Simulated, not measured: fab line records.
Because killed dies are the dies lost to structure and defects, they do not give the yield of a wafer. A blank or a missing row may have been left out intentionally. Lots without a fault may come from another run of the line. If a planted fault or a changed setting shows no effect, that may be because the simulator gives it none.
fab line records | flow gf180mcu
[record] lots = 5 wafers = 15 last_day = 34
route steps=602 shown M4@456 V4@476
lots that met no fault: taken from a fault-free run of the same line
start_h: hours from the record's first day to the start of the lot's first wafer shown | wait_h: how many hours have passed since the lot's step before this one | " the same as in the row above | L1.1+2: a row that stands for several wafers | - no value, or no start was given | * or withheld: withheld | < > ~ a bound
route shown NAME@n: a module of which the file shows steps, and the number in the route of the first | usual: average and standard deviation across the fault-free wafers | same: alike in all rows | chamber/n: place in a boat | sites: the reading at each site | _std_site: the standard deviation of these | _edge_site: mean of outer sites minus mean of inner sites | radius_mm: how far each site lies from the wafer's centre | mask NAME#n: copy n | behind: the most recent tool/chamber to have shaped the wafer | hold: why the lot was held/for how many hours/how that ended | device: transistor that didn't switch, given as n, p or np | end of line: tests of these same wafers at the route's end | step lacking rows: just its recipe | killed: count of dies lost to structure and defects at first sort (not the wafer's yield) | map: shows each die of a wafer: x if killed, . if not, _ if none is there
set.NAME: the setting the step ran with; set.NAME@STEP: the setting that earlier step ran with | model.NAME: the simulator's own value behind a step, which no gauge read
lots at some steps of the route; a table a step, a row a wafer
services: from which hour (start_h, from the record's first day; less than 0 if before it) a tool's chamber was out of use, for how many hours, and why
[[steps]]
[step GF_M4_SPUTTER_00]
[recipe] material = Ti target_thk_nm = 37.5 arriving_ion_energy_ev = 80 substrate_temp_c = 200 chamber_pressure_pa = 2 power_w = 4000 time_s = 150
[usual] substrate_temp_c = 199.99/0.17 throttle_valve_pct = 30.2/0.79
// columns lot.wafer tool chamber start_h wait_h substrate_temp_c throttle_valve_pct
L077.1 pvd_sputter-02 - 549.10 0.2 200.14 30.7
L077.4 " - " " 199.84 31.6
L077.5 " - " " 200.08 31.3
L085.2 pvd_sputter-01 - 608.19 0.2 200.09 29.2
L085.3 " - " " 200.28 31.5
L085.6 " - " " 199.90 29.9
L088.2 pvd_sputter-04 - 630.55 0.1 199.69 30.8
L088.3 " - " " 200.04 30.2
L088.4 " - " " 199.70 29.1
L095.2 pvd_sputter-01 - 681.36 0.2 199.82 30.3
L095.3 " - " " 199.82 29.7
L095.6 " - " " 199.88 29.8
L096.4 pvd_sputter-04 - 683.09 0.2 199.98 30.1
L096.5 " - " " 199.94 31.0
L096.6 " - " " 200.02 29.8
[step GF_M4_SPUTTER_01]
[recipe] material = TiN target_thk_nm = 30 power_w = 6500 time_s = 25 chamber_pressure_pa = 0.4
[usual] throttle_valve_pct = 30.3/0.77
// columns lot.wafer tool chamber start_h wait_h throttle_valve_pct
L077.1 pvd_sputter-02 - 549.20 0.1 30.4
L077.4 " - " " 31.3
L077.5 " - " " 31.4
L085.2 pvd_sputter-01 - 608.29 0.1 29.3
L085.3 " - " " 31.2
L085.6 " - " " 29.6
L088.2 pvd_sputter-04 - 630.65 0.1 30.9
L088.3 " - " " 29.8
L088.4 " - " " 28.9
L095.2 pvd_sputter-01 - 681.46 0.1 30.3
L095.3 " - " " 29.6
L095.6 " - " " 30.0
L096.4 pvd_sputter-04 - 683.19 0.1 30.3
L096.5 " - " " 30.9
L096.6 " - " " 29.8
[step GF_M4_SPUTTER_02]
[recipe] material = AlCu target_thk_nm = 450 power_w = 10600 time_s = 23.9 chamber_pressure_pa = 0.4
[usual] throttle_valve_pct = 30.3/0.78
// columns lot.wafer tool chamber start_h wait_h throttle_valve_pct
L077.1 pvd_sputter-02 - 549.23 0.0 30.8
L077.4 " - " " 31.4
L077.5 " - " " 31.4
L085.2 pvd_sputter-01 - 608.32 0.0 29.2
L085.3 " - " " 31.4
L085.6 " - " " 29.8
L088.2 pvd_sputter-04 - 630.68 0.0 30.7
L088.3 " - " " 30.0
L088.4 " - " " 28.7
L095.2 pvd_sputter-01 - 681.49 0.0 30.2
L095.3 " - " " 29.6
L095.6 " - " " 29.8
L096.4 pvd_sputter-04 - 683.22 0.0 30.1
L096.5 " - " " 30.7
L096.6 " - " " 30.1
[step GF_M4_SPUTTER_03]
[recipe] material = Ti target_thk_nm = 10 substrate_temp_c = 300 chamber_pressure_pa = 0.3 power_w = 3000 time_s = 6.7
[usual] substrate_temp_c = 300.00/0.2 throttle_valve_pct = 30.2/0.78
// columns lot.wafer tool chamber start_h wait_h substrate_temp_c throttle_valve_pct
L077.1 pvd_sputter-02 - 549.26 0.0 299.92 30.4
L077.4 " - " " 300.29 31.3
L077.5 " - " " 300.40 31.4
L085.2 pvd_sputter-01 - 608.35 0.0 300.07 29.0
L085.3 " - " " 300.14 31.4
L085.6 " - " " 299.76 29.6
L088.2 pvd_sputter-04 - 630.71 0.0 299.81 30.8
L088.3 " - " " 300.26 29.9
L088.4 " - " " 299.59 28.8
L095.2 pvd_sputter-01 - 681.52 0.0 299.79 30.2
L095.3 " - " " 299.97 30.0
L095.6 " - " " 299.86 30.0
L096.4 pvd_sputter-04 - 683.25 0.0 300.04 30.4
L096.5 " - " " 299.56 30.8
L096.6 " - " " 299.52 30.0
[step GF_M4_SPUTTER_04]
[recipe] material = TiN target_thk_nm = 50 power_w = 6500 time_s = 41.7 chamber_pressure_pa = 0.4
[usual] throttle_valve_pct = 30.3/0.79
// columns lot.wafer tool chamber start_h wait_h throttle_valve_pct
L077.1 pvd_sputter-02 - 549.28 0.0 30.4
L077.4 " - " " 31.7
L077.5 " - " " 31.7
L085.2 pvd_sputter-01 - 608.37 0.0 29.4
L085.3 " - " " 31.3
L085.6 " - " " 30.1
L088.2 pvd_sputter-04 - 630.73 0.0 30.8
L088.3 " - " " 30.2
L088.4 " - " " 28.8
L095.2 pvd_sputter-01 - 681.54 0.0 30.3
L095.3 " - " " 30.0
L095.6 " - " " 30.0
L096.4 pvd_sputter-04 - 683.27 0.0 30.7
L096.5 " - " " 31.0
L096.6 " - " " 30.1
[step GF_M4_RS_MEAS_05]
[recipe] thk_meas_gauge = four-point-probe reads = TiN_of_M4_SPUTTER_04+Ti_of_M4_SPUTTER_03+AlCu_of_M4_SPUTTER_02+TiN_of_M4_SPUTTER_01+Ti_of_M4_SPUTTER_00
[usual] M4_ALCU_RS = 0.0696/0.0011
// columns lot.wafer tool chamber start_h wait_h M4_ALCU_RS[ohm/sq]
L077.1 film_metro-04 - 549.32 0.0 0.0675
L077.4 " - " " 0.0676
L077.5 " - " " 0.0679
L085.2 film_metro-02 - 608.43 0.0 0.0688
L085.3 " - " " 0.0698
L085.6 " - " " 0.0687
L088.2 film_metro-01 - 630.79 0.0 0.0706
L088.3 " - " " 0.0702
L088.4 " - " " 0.0697
L095.2 film_metro-02 - 681.60 0.0 0.0716
L095.3 " - " " 0.0688
L095.6 " - " " 0.0697
L096.4 film_metro-02 - 683.37 0.1 0.0691
L096.5 " - " " 0.0702
L096.6 " - " " 0.0696
[step GF_M4_THK_MEAS_06]
[recipe] thk_meas_gauge = xrf reads = AlCu_of_M4_SPUTTER_02
[usual] M4_ALCU_THK = 452/8.4
// columns lot.wafer tool chamber start_h wait_h M4_ALCU_THK[nm]
L077.1 film_metro-04 - 549.44 0.1 471
L077.4 " - " " 470
L077.5 " - " " 469
L085.2 film_metro-02 - 608.54 0.1 459
L085.3 " - " " 450
L085.6 " - " " 459
L088.2 film_metro-01 - 630.90 0.1 444
L088.3 " - " " 446
L088.4 " - " " 449
L095.2 film_metro-02 - 681.71 0.1 435
L095.3 " - " " 452
L095.6 " - " " 445
L096.4 film_metro-02 - 683.46 0.1 449
L096.5 " - " " 442
L096.6 " - " " 447
[step GF_M4_DEHYDRATE_07]
[recipe] temp_c = 200 time_s = 60
// columns lot.wafer tool chamber start_h wait_h
L077.1+4+5 litho_track-01 0 559.73 10.3
L085.2+3+6 litho_track-03 0 618.36 9.8
L088.2+3+4 litho_track-03 0 640.31 9.4
L095.2+3+6 litho_track-04 0 690.03 8.3
L096.4+5+6 litho_track-04 0 691.93 8.5
[step GF_M4_HMDS_08]
[recipe] prime_time_s = 60 prime_temp_c = 120
// columns lot.wafer tool chamber start_h wait_h
L077.1+4+5 litho_track-01 0 559.88 0.1
L085.2+3+6 litho_track-03 0 618.51 0.1
L088.2+3+4 litho_track-03 0 640.46 0.1
L095.2+3+6 litho_track-04 0 690.18 0.1
L096.4+5+6 litho_track-04 0 692.08 0.1
[step GF_M4_COAT_09]
[recipe] resist = KrF spin_rpm = withheld resist_thk_nm = 1000
// columns lot.wafer tool chamber start_h wait_h
L077.1+4+5 litho_track-01 0 560.03 0.1
L085.2+3+6 litho_track-03 0 618.66 0.1
L088.2+3+4 litho_track-03 0 640.61 0.1
L095.2+3+6 litho_track-04 0 690.33 0.1
L096.4+5+6 litho_track-04 0 692.23 0.1
[step GF_M4_SOFTBAKE_10]
[recipe] temp_c = 130 time_s = 60 resist = KrF
// columns lot.wafer tool chamber start_h wait_h
L077.1+4+5 litho_track-01 0 560.18 0.1
L085.2+3+6 litho_track-03 0 618.81 0.1
L088.2+3+4 litho_track-03 0 640.76 0.1
L095.2+3+6 litho_track-04 0 690.48 0.1
L096.4+5+6 litho_track-04 0 692.38 0.1
[step GF_M4_EXPOSE_11]
[recipe] mask_id = Metal4 target_cd_nm = 280 na = 0.68 source_shape = conventional sigma_outer = 0.6 dose_mj = 28
// columns lot.wafer tool chamber start_h wait_h mask
L077.1+4+5 krf_scanner-01 0 - - Metal4#0
L085.2+3+6 krf_scanner-02 0 - - Metal4#0
L088.2+3+4 krf_scanner-02 0 - - Metal4#0
L095.2+3+6 krf_scanner-02 0 - - Metal4#0
L096.4+5+6 krf_scanner-01 0 - - Metal4#0
[step GF_M4_PEB_12]
[recipe] peb_temp_c = 135 peb_time_s = 90 resist = KrF
// columns lot.wafer tool chamber start_h wait_h
L077.1+4+5 litho_track-04 0 - -
L085.2+3+6 litho_track-03 0 - -
L088.2+3+4 litho_track-04 0 - -
L095.2+3+6 litho_track-03 0 - -
L096.4+5+6 litho_track-04 0 - -
[step GF_M4_DEVELOP_13]
[recipe] develop_time_s = 60 dev_temp_c = 21
// columns lot.wafer tool chamber start_h wait_h
L077.1+4+5 litho_track-04 0 570.96 0.2
L085.2+3+6 litho_track-03 0 628.56 0.2
L088.2+3+4 litho_track-04 0 650.58 0.2
L095.2+3+6 litho_track-03 0 699.91 0.2
L096.4+5+6 litho_track-04 0 701.93 0.1
[step GF_M4_CD_MEAS_14]
[recipe] target_cd_nm = 280
[usual] cd_nm = 279.9/1.2
// columns lot.wafer tool chamber start_h wait_h cd_nm
L077.1 cd_sem-01 - 571.11 0.1 279.1
L077.4 " - " " 278.4
L077.5 " - " " 280.3
L085.2 cd_sem-02 - 628.71 0.1 280.1
L085.3 " - " " 279.1
L085.6 " - " " 280.0
L088.2 cd_sem-02 - 650.72 0.1 279.1
L088.3 " - " " 280.0
L088.4 " - " " 280.5
L095.2 cd_sem-01 - 700.06 0.1 279.8
L095.3 " - " " 279.4
L095.6 " - " " 278.8
L096.4 cd_sem-01 - 702.06 0.1 278.8
L096.5 " - " " 279.4
L096.6 " - " " 280.6
[step GF_M4_OVL_MEAS_15]
[usual] M4_OVL = 0/5.1
// columns lot.wafer tool chamber start_h wait_h M4_OVL[nm]
L077.1 overlay-02 - 571.23 0.1 6
L077.4 " - " " 5
L077.5 " - " " 4
L085.2 overlay-01 - 628.82 0.1 -2
L085.3 " - " " 0
L085.6 " - " " 3
L088.2 overlay-01 - 650.83 0.1 -1
L088.3 " - " " 9
L088.4 " - " " 1
L095.2 overlay-01 - 700.16 0.1 -6
L095.3 " - " " -6
L095.6 " - " " -1
L096.4 overlay-01 - 702.14 0.1 -1
L096.5 " - " " 4
L096.6 " - " " 1
[step GF_M4_METAL_ETCH_16]
[recipe] chemistry = Cl2/BCl3 mask_material = KrF target_depth_nm = 750.8 stop_on = SiO2 pressure_mtorr = 8 icp_w = 800 bias_w = 140 Cl2_flow_sccm = 80 bcl3_flow_sccm = 40 time_s = 125.1
[usual] drypump_motor_current_A = 5.77/0.28 oes_product_au = 0.990/0.0077 throttle_valve_pct = 28.230/0.011
// columns lot.wafer tool chamber start_h wait_h drypump_motor_current_A oes_product_au rf_hours_counter_h throttle_valve_pct
L077.1 rie_metal-01 0 571.26 0.0 5.27 0.973 11 28.232
L077.4 " 1 " " 5.88 0.993 - 28.248
L077.5 " 0 " " 5.27 0.983 - 28.267
L085.2 rie_metal-02 0 628.85 0.0 5.99 0.990 6 28.225
L085.3 " 0 " " 5.98 0.991 - 28.232
L085.6 " 1 " " 6.08 0.988 - 28.248
L088.2 rie_metal-03 1 650.90 0.1 5.53 0.986 - 28.251
L088.3 " 1 " " 5.54 0.987 - 28.246
L088.4 " 1 " " 5.56 0.985 - 28.235
L095.2 rie_metal-02 0 700.19 0.0 5.97 0.995 8 28.229
L095.3 " 0 " " 5.96 1.000 - 28.232
L095.6 " 0 " " 5.97 0.984 - 28.228
L096.4 rie_metal-01 1 702.29 0.1 5.90 0.992 - 28.233
L096.5 " 1 " " 5.88 0.993 - 28.231
L096.6 " 1 " " 5.89 0.989 - 28.228
[step GF_M4_STRIP_17]
[recipe] chemistry = O2/N2 power_w = 1400 pressure_mtorr = 1500 platen_temp_c = 250 o2_flow_sccm = 3000 n2_flow_sccm = 300 overash_fraction = 0.5
[usual] drypump_motor_current_A = 5.8/0.38 heater_power_w = 314/34 oes_product_au = 0.537/0.0052 strip_time_to_endpoint_s = 7.38/0.063
// columns lot.wafer tool chamber start_h wait_h drypump_motor_current_A heater_power_w oes_product_au rf_hours_counter_h strip_time_to_endpoint_s
L077.1 plasma_asher-04 1 571.39 0.1 5.4 262 0.539 48 7.44
L077.4 " 0 " " 5.9 322 0.530 - 7.37
L077.5 " 1 " " 5.4 267 0.534 - 7.42
L085.2 plasma_asher-01 0 628.97 0.1 5.8 329 0.531 100 7.36
L085.3 " 1 " " 6.4 294 0.543 - 7.39
L085.6 " 1 " " 6.4 278 0.541 - 7.44
L088.2 plasma_asher-01 0 651.12 0.2 5.8 337 0.537 102 7.36
L088.3 " 1 " " 6.4 282 0.531 - 7.41
L088.4 " 0 " " 5.8 335 0.545 - 7.37
L095.2 plasma_asher-04 1 700.32 0.1 5.4 268 0.527 62 7.35
L095.3 " 1 " " 5.4 266 0.540 - 7.33
L095.6 " 0 " " 5.9 320 0.533 - 7.31
L096.4 plasma_asher-04 0 702.45 0.1 5.9 322 0.546 - 7.41
L096.5 " 1 " " 5.4 270 0.537 - 7.41
L096.6 " 0 " " 5.9 316 0.534 - 7.44
[step GF_M4_STRIP_18]
[recipe] chemistry = post_etch_residue_remover time_s = 1200 temp_c = 72.5
[usual] bath_guard_temp_C = 72.5/0.52
// columns lot.wafer tool chamber start_h wait_h bath_guard_temp_C
L077.1 wet_bench-03 1 571.49 0.1 72.2
L077.4 " 1 " " 72.4
L077.5 " 1 " " 72.3
L085.2 wet_bench-04 3 629.07 0.1 72.0
L085.3 " 3 " " 72.0
L085.6 " 3 " " 72.3
L088.2 wet_bench-04 0 651.22 0.1 73.7
L088.3 " 0 " " 73.3
L088.4 " 0 " " 73.4
L095.2 wet_bench-04 3 700.42 0.1 72.2
L095.3 " 3 " " 72.4
L095.6 " 3 " " 72.3
L096.4 wet_bench-03 1 702.52 0.0 72.5
L096.5 " 1 " " 72.4
L096.6 " 1 " " 72.4
[step GF_M4_CLEAN_19]
[recipe] chemistry = DIW dry = n2_spin
// columns lot.wafer tool chamber start_h wait_h
L077.1+4+5 wet_bench-04 1 571.83 0.0
L085.2+3+6 wet_bench-03 2 629.76 0.0
L088.2+3+4 wet_bench-01 2 651.90 0.0
L095.2+3+6 wet_bench-01 1 700.80 0.0
L096.4+5+6 wet_bench-04 2 702.89 0.0
[step GF_V4_CVD_00]
[recipe] material = SiO2 target_thk_nm = 600 sigma_open_frac = 0.3 temp_c = 400 time_s = 100 sih4_flow_sccm = 60 pressure_mtorr = 6
// columns lot.wafer tool chamber start_h wait_h
L077.1+4+5 hdpcvd-02 1,1,2 571.93 0.0
L085.2+3+6 hdpcvd-02 1,1,2 629.85 0.0
L088.2+3+4 hdpcvd-01 0,0,1 652.00 0.0
L095.2+3+6 hdpcvd-01 1,0,0 700.90 0.0
L096.4+5+6 hdpcvd-02 2,1,0 703.04 0.0
[step GF_V4_THK_MEAS_01]
[recipe] reads = SiO2_of_V4_CVD_00
[usual] V4_CVD_00_THK = 595/7.8
// columns lot.wafer tool chamber start_h wait_h V4_CVD_00_THK[nm]
L077.1 film_metro-02 - 572.00 0.0 609
L077.4 " - " " 605
L077.5 " - " " 599
L085.2 film_metro-02 - 629.97 0.1 599
L085.3 " - " " 596
L085.6 " - " " 588
L088.2 film_metro-04 - 652.12 0.1 592
L088.3 " - " " 593
L088.4 " - " " 587
L095.2 film_metro-02 - 700.98 0.0 583
L095.3 " - " " 592
L095.6 " - " " 591
L096.4 film_metro-04 - 703.10 0.0 596
L096.5 " - " " 594
L096.6 " - " " 593
[step GF_V4_CVD_02]
[recipe] material = SiO2 target_thk_nm = 850 precursor = TEOS temp_c = 400 time_s = 94.851 rf_w = 600
[usual] heater_power_w = 719/110
// columns lot.wafer tool chamber start_h wait_h heater_power_w
L077.1 pecvd-01 1 572.06 0.1 864
L077.4 " 1 " " 961
L077.5 " 0 " " 786
L085.2 pecvd-01 2 630.02 0.0 712
L085.3 " 1 " " 897
L085.6 " 0 " " 777
L088.2 pecvd-02 1 652.17 0.0 613
L088.3 " 0 " " 551
L088.4 " 2 " " 676
L095.2 pecvd-02 1 701.03 0.0 614
L095.3 " 0 " " 532
L095.6 " 0 " " 566
L096.4 pecvd-03 2 703.17 0.1 626
L096.5 " 0 " " 621
L096.6 " 1 " " 679
[step GF_V4_THK_MEAS_03]
[recipe] reads = SiO2_of_V4_CVD_02
[usual] V4_CVD_02_THK = 853/13
// columns lot.wafer tool chamber start_h wait_h V4_CVD_02_THK[nm]
L077.1 film_metro-04 - 572.13 0.0 844
L077.4 " - " " 848
L077.5 " - " " 854
L085.2 film_metro-04 - 630.10 0.0 859
L085.3 " - " " 864
L085.6 " - " " 871
L088.2 film_metro-03 - 652.25 0.0 854
L088.3 " - " " 863
L088.4 " - " " 849
L095.2 film_metro-04 - 701.11 0.0 856
L095.3 " - " " 851
L095.6 " - " " 864
L096.4 film_metro-03 - 703.23 0.0 847
L096.5 " - " " 863
L096.6 " - " " 877
[step GF_V4_CMP_04]
[recipe] material = SiO2 down_force_psi = 4 platen_rpm = 60 pad_velocity_m_s = 0.94248
[usual] head_pressure_psi = 4.000/0.0083 motor_current_A = 12.4/1.3 time_to_endpoint_s = 83/6.9
// columns lot.wafer tool chamber start_h wait_h head_pressure_psi motor_current_A time_to_endpoint_s
L077.4 cmp-02 3 572.24 0.1 4.004 13.2 80
L077.1 " 1 " " 4.004 14.8 79
L077.5 " 3 " " 3.985 13.3 83
L085.2 cmp-01 1 630.15 0.0 3.990 11.2 80
L085.3 " 0 " " 3.984 10.9 82
L085.6 " 1 " " 3.996 11.5 86
L088.4 cmp-02 2 652.30 0.0 3.996 11.0 83
L088.3 " 0 " " 4.005 13.1 96
L088.2 " 1 " " 4.011 14.8 82
L095.2 cmp-02 2 701.16 0.0 3.995 11.3 85
L095.3 " 1 " " 4.005 15.2 81
L095.6 " 2 " " 4.004 11.1 89
L096.4 cmp-01 0 703.31 0.1 4.003 11.6 77
L096.6 " 3 " " 4.021 11.1 91
L096.5 " 0 " " 3.996 11.9 85
[step GF_V4_BOW_MEAS_05]
[recipe] mode = bow
[usual] V4_BOW = 134/8.9
// columns lot.wafer tool chamber start_h wait_h V4_BOW[um]
L077.1 film_metro-03 - 572.49 0.1 136
L077.4 " - " " 140
L077.5 " - " " 145
L085.2 film_metro-02 - 630.47 0.3 135
L085.3 " - " " 136
L085.6 " - " " 136
L088.2 film_metro-04 - 652.62 0.1 124
L088.3 " - " " 140
L088.4 " - " " 132
L095.2 film_metro-04 - 701.48 0.3 135
L095.3 " - " " 141
L095.6 " - " " 139
L096.4 film_metro-02 - 703.62 0.3 144
L096.5 " - " " 137
L096.6 " - " " 134
[step GF_V4_DEHYDRATE_06]
[recipe] temp_c = 200 time_s = 60
// columns lot.wafer tool chamber start_h wait_h
L077.1+4+5 litho_track-02 0 582.18 9.7
L085.2+3+6 litho_track-02 0 640.31 9.8
L088.2+3+4 litho_track-02 0 662.11 9.5
L095.2+3+6 litho_track-02 0 709.71 8.2
L096.4+5+6 litho_track-01 0 712.00 8.4
[step GF_V4_HMDS_07]
[recipe] prime_time_s = 60 prime_temp_c = 120
// columns lot.wafer tool chamber start_h wait_h
L077.1+4+5 litho_track-02 0 582.33 0.1
L085.2+3+6 litho_track-02 0 640.46 0.1
L088.2+3+4 litho_track-02 0 662.26 0.1
L095.2+3+6 litho_track-02 0 709.86 0.1
L096.4+5+6 litho_track-01 0 712.15 0.1
[step GF_V4_COAT_08]
[recipe] resist = BARC temp_c = withheld time_s = withheld spin_rpm = withheld resist_thk_nm = withheld
// columns lot.wafer tool chamber start_h wait_h
L077.1+4+5 litho_track-02 0 582.48 0.1
L085.2+3+6 litho_track-02 0 640.61 0.1
L088.2+3+4 litho_track-02 0 662.41 0.1
L095.2+3+6 litho_track-02 0 710.01 0.1
L096.4+5+6 litho_track-01 0 712.30 0.1
[step GF_V4_COAT_09]
[recipe] resist = KrF spin_rpm = withheld resist_thk_nm = 1000
// columns lot.wafer tool chamber start_h wait_h
L077.1+4+5 litho_track-02 0 - -
L085.2+3+6 litho_track-02 0 - -
L088.2+3+4 litho_track-02 0 - -
L095.2+3+6 litho_track-02 0 - -
L096.4+5+6 litho_track-01 0 - -
[step GF_V4_SOFTBAKE_10]
[recipe] temp_c = 130 time_s = 60 resist = KrF
// columns lot.wafer tool chamber start_h wait_h
L077.1+4+5 litho_track-02 0 - -
L085.2+3+6 litho_track-02 0 - -
L088.2+3+4 litho_track-02 0 - -
L095.2+3+6 litho_track-02 0 - -
L096.4+5+6 litho_track-01 0 - -
[step GF_V4_EXPOSE_11]
[recipe] mask_id = Via4 target_cd_nm = 260 na = 0.68 source_shape = conventional sigma_outer = 0.6 dose_mj = 38
// columns lot.wafer tool chamber start_h wait_h mask
L077.1+4+5 krf_scanner-02 0 - - Via4#0
L085.2+3+6 krf_scanner-01 0 - - Via4#0
L088.2+3+4 krf_scanner-01 0 - - Via4#0
L095.2+3+6 krf_scanner-02 0 - - Via4#0
L096.4+5+6 krf_scanner-02 0 - - Via4#0
[step GF_V4_PEB_12]
[recipe] peb_temp_c = 135 peb_time_s = 90 resist = KrF
// columns lot.wafer tool chamber start_h wait_h
L077.1+4+5 litho_track-02 0 - -
L085.2+3+6 litho_track-02 0 - -
L088.2+3+4 litho_track-04 0 - -
L095.2+3+6 litho_track-04 0 - -
L096.4+5+6 litho_track-01 0 - -
[step GF_V4_DEVELOP_13]
[recipe] develop_time_s = 60 resist = KrF dev_temp_c = 21
// columns lot.wafer tool chamber start_h wait_h
L077.1+4+5 litho_track-02 0 593.43 0.2
L085.2+3+6 litho_track-02 0 650.76 0.2
L088.2+3+4 litho_track-04 0 672.03 0.2
L095.2+3+6 litho_track-04 0 718.83 0.2
L096.4+5+6 litho_track-01 0 721.70 0.1
[step GF_V4_CD_MEAS_14]
[recipe] target_cd_nm = 260
[usual] cd_nm = 259.8/1.1
// columns lot.wafer tool chamber start_h wait_h cd_nm
L077.1 cd_sem-01 - 593.58 0.1 258.3
L077.4 " - " " 258.3
L077.5 " - " " 257.3
L085.2 cd_sem-01 - 650.90 0.1 259.2
L085.3 " - " " 260.4
L085.6 " - " " 258.4
L088.2 cd_sem-01 - 672.17 0.1 260.2
L088.3 " - " " 259.3
L088.4 " - " " 260.5
L095.2 cd_sem-02 - 718.97 0.1 259.3
L095.3 " - " " 259.0
L095.6 " - " " 259.0
L096.4 cd_sem-01 - 721.83 0.1 260.3
L096.5 " - " " 259.1
L096.6 " - " " 259.4
[step GF_V4_OVL_MEAS_15]
[usual] V4_OVL = -2/5.5
// columns lot.wafer tool chamber start_h wait_h V4_OVL[nm]
L077.1 overlay-01 - 593.70 0.1 -13
L077.4 " - " " -3
L077.5 " - " " -2
L085.2 overlay-01 - 651.01 0.1 0
L085.3 " - " " 6
L085.6 " - " " 0
L088.2 overlay-02 - 672.28 0.1 -2
L088.3 " - " " -4
L088.4 " - " " 1
L095.2 overlay-02 - 719.08 0.1 0
L095.3 " - " " 2
L095.6 " - " " -5
L096.4 overlay-01 - 721.91 0.1 2
L096.5 " - " " -1
L096.6 " - " " -3
[step GF_V4_ETCH_16]
[recipe] chemistry = N2/H2 target_depth_a = withheld overetch_a = withheld time_s = withheld target = BARC ion_energy_ev = 200 source_w = 500 bias_w = 100 pressure_mtorr = 30 n2_flow_sccm = 100 h2_flow_sccm = 200
[usual] drypump_motor_current_A = 5.72/0.25 oes_product_au = 0.855/0.0049 throttle_valve_pct = 13.224/0.0093
// columns lot.wafer tool chamber start_h wait_h drypump_motor_current_A oes_product_au throttle_valve_pct
L077.1 rie_diel-01 0 593.74 0.0 5.77 0.865 13.222
L077.4 " 2 " " 6.04 0.860 13.238
L077.5 " 2 " " 6.03 0.859 13.229
L085.2 rie_diel-01 2 651.04 0.0 6.05 0.854 13.217
L085.3 " 3 " " 5.71 0.845 13.237
L085.6 " 2 " " 6.06 0.853 13.231
L088.2 rie_diel-03 0 672.31 0.0 5.77 0.864 13.220
L088.3 " 2 " " 5.26 0.859 13.236
L088.4 " 3 " " 5.79 0.847 13.230
L095.2 rie_diel-01 2 719.11 0.0 6.04 0.855 13.235
L095.3 " 1 " " 6.03 0.858 13.209
L095.6 " 3 " " 5.73 0.849 13.231
L096.4 rie_diel-02 0 721.95 0.0 5.53 0.862 13.218
L096.5 " 2 " " 6.00 0.854 13.228
L096.6 " 1 " " 5.53 0.851 13.222
[step GF_V4_ETCH_17]
[recipe] chemistry = C4F8/O2/Ar mask_material = KrF target = SiO2 stop_on = TiN source_w = 1500 bias_w = 1200 pressure_mtorr = 40 c4f8_flow_sccm = withheld O2_flow_sccm = 6 Ar_flow_sccm = 300 time_s = withheld target_depth_a = 6300
[usual] oes_product_au = 0.857/0.0046
// columns lot.wafer tool chamber start_h wait_h oes_product_au
L077.1 rie_diel-01 0 - - 0.856
L077.4 " 2 " " 0.852
L077.5 " 2 " " 0.858
L085.2 rie_diel-01 2 - - 0.857
L085.3 " 3 " " 0.862
L085.6 " 2 " " 0.849
L088.2 rie_diel-03 0 - - 0.853
L088.3 " 2 " " 0.858
L088.4 " 3 " " 0.859
L095.2 rie_diel-01 2 - - 0.858
L095.3 " 1 " " 0.857
L095.6 " 3 " " 0.857
L096.4 rie_diel-02 0 - - 0.858
L096.5 " 2 " " 0.848
L096.6 " 1 " " 0.863
[step GF_V4_STRIP_18]
[recipe] chemistry = O2/N2 power_w = 1400 pressure_mtorr = 1500 platen_temp_c = 250 o2_flow_sccm = 3000 n2_flow_sccm = 300 overash_fraction = 0.5
[usual] drypump_motor_current_A = 5.7/0.36 heater_power_w = 349/27 oes_product_au = 0.594/0.0054
// columns lot.wafer tool chamber start_h wait_h drypump_motor_current_A heater_power_w oes_product_au rf_hours_counter_h
L077.1 plasma_asher-02 0 593.87 - 6.0 357 0.596 88
L077.4 " 1 " " 5.2 365 0.597 -
L077.5 " 0 " " 6.0 362 0.598 -
L085.2 plasma_asher-02 0 651.17 - 6.0 362 0.586 94
L085.3 " 0 " " 6.0 368 0.597 -
L085.6 " 1 " " 5.2 354 0.589 -
L088.2 plasma_asher-01 1 672.44 - 6.4 283 0.601 105
L088.3 " 1 " " 6.4 282 0.600 -
L088.4 " 0 " " 5.8 318 0.599 -
L095.2 plasma_asher-02 1 719.24 - 5.2 366 0.593 103
L095.3 " 1 " " 5.2 360 0.595 -
L095.6 " 1 " " 5.2 364 0.598 -
L096.4 plasma_asher-02 1 722.09 - 5.2 358 0.589 -
L096.5 " 0 " " 6.0 352 0.592 -
L096.6 " 1 " " 5.2 368 0.592 -
[step GF_V4_STRIP_19]
[recipe] chemistry = post_etch_residue_remover time_s = 1200 temp_c = 72.5
[usual] bath_guard_temp_C = 72.5/0.56
// columns lot.wafer tool chamber start_h wait_h bath_guard_temp_C
L077.1 wet_bench-04 2 593.97 0.1 73.6
L077.4 " 2 " " 73.2
L077.5 " 2 " " 73.1
L085.2 wet_bench-02 0 651.27 0.1 72.3
L085.3 " 0 " " 72.6
L085.6 " 0 " " 72.5
L088.2 wet_bench-02 0 672.54 0.1 72.3
L088.3 " 0 " " 72.7
L088.4 " 0 " " 72.7
L095.2 wet_bench-01 2 719.34 0.1 72.6
L095.3 " 2 " " 72.4
L095.6 " 2 " " 72.7
L096.4 wet_bench-02 2 722.16 0.0 71.6
L096.5 " 2 " " 71.5
L096.6 " 2 " " 71.0
[step GF_V4_CLEAN_20]
[recipe] chemistry = DIW dry = n2_spin
// columns lot.wafer tool chamber start_h wait_h
L077.1+4+5 wet_bench-02 1 594.34 0.0
L085.2+3+6 wet_bench-01 3 651.64 0.0
L088.2+3+4 wet_bench-04 0 672.91 0.0
L095.2+3+6 wet_bench-04 0 719.68 0.0
L096.4+5+6 wet_bench-01 3 722.50 0.0
[[services]]
// columns tool chamber start_h hours kind
pvd_sputter-01 - 533.81 3.8 repair
krf_scanner-01 - 541.37 1.0 pm
pvd_sputter-02 - 543.45 4.4 repair
pvd_sputter-04 - 548.52 0.6 repair
plasma_asher-02 - 552.52 3.0 repair
cmp-02 - 572.49 4.0 pm
krf_scanner-02 - 579.12 0.8 pm
pvd_sputter-04 - 583.50 3.4 repair
hdpcvd-02 - 586.99 2.2 repair
krf_scanner-01 - 588.30 11.6 pm
wet_bench-04 - 595.13 1.9 pm
pvd_sputter-04 - 614.11 9.4 repair
krf_scanner-01 - 618.89 3.6 pm
krf_scanner-02 - 630.25 0.5 repair
krf_scanner-02 - 635.11 4.0 pm
krf_scanner-02 - 651.37 1.3 pm
krf_scanner-01 - 652.67 0.8 pm
krf_scanner-01 - 658.14 4.0 pm
krf_scanner-01 - 665.54 1.3 pm
krf_scanner-02 - 684.16 0.8 pm
krf_scanner-02 - 686.28 0.2 repair
krf_scanner-02 - 691.26 1.0 pm
rie_diel-01 1 704.10 2.9 repair
krf_scanner-01 - 710.37 1.0 pm
[[key]]
fault none
